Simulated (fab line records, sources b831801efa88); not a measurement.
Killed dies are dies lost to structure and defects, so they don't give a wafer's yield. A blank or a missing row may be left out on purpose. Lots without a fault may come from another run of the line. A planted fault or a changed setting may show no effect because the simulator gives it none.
Which tool did it? | flow sky130 | 6 lots, 18 wafers sampled, at 3 steps of a route of 708

WHAT THE GAUGES READ, wafer by wafer
SKY_VT_ADJUST_HVTR_OVL_MEAS_08.
lot  | measured     | on         | VT_ADJUST_HVTR_OVL (nm)
L549 | day 10 07:52 | overlay-02 | 1.2 -1.6 -1.2
L553 | day 11 12:08 | overlay-01 | -0.1 0.8 -0.5
L555 | day 12 01:51 | overlay-02 | 1.3 1.0 2.6
L557 | day 12 11:34 | overlay-01 | -1.1 -2.0 -0.9
L567 | day 15 13:46 | overlay-01 | -2.0 -2.9 -1.9
L570 | day 16 17:46 | overlay-01 | -3.0 -2.0 -1.4

WHICH TOOL RAN EACH LOT (tool, then ch and the chambers of the sampled wafers, then the start)
lot  | SKY_NWELL_STRIP_14                   | SKY_VT_ADJUST_HVTP_IMPLANT_09
L549 | plasma_asher-01 ch 0,1, day 5 02:59  | implanter-01 ch 0, day 6 18:03
L553 | plasma_asher-03 ch 0,1, day 6 03:13  | implanter-02 ch 0, day 7 19:33
L555 | plasma_asher-01 ch 0,1, day 6 12:49  | implanter-01 ch 0, day 8 06:12
L557 | plasma_asher-02 ch 0,1, day 6 21:56  | implanter-02 ch 0, day 8 16:11
L567 | plasma_asher-03 ch 0,1, day 9 06:07  | implanter-03 ch 0, day 11 04:53
L570 | plasma_asher-01 ch 0,1, day 10 05:56 | implanter-01 ch 0, day 12 04:59
- SKY_NWELL_STRIP_14: strips in O2/N2.
- SKY_VT_ADJUST_HVTP_IMPLANT_09

THE ANSWER, worked out from the rows above alone
Rule: what is usual is taken from the lots themselves. Put in order of their means at a reading, lots are off if they are a third of the lots or fewer, leave a main group of 4 or more, and stand apart from it by a gap of 3 or more times the standard deviation of the main group's means; of several such gaps the widest counts. A main group whose means are all the same, to the digits that the tables above print for the reading, isn't used. A lot without any number at a reading at which 4 lots or more have one is off too. The other lots that the step has rows for count as sound.
No lot is off at any reading shown: from this, nothing can be told.

WHAT THE SIMULATOR HAD PUT IN
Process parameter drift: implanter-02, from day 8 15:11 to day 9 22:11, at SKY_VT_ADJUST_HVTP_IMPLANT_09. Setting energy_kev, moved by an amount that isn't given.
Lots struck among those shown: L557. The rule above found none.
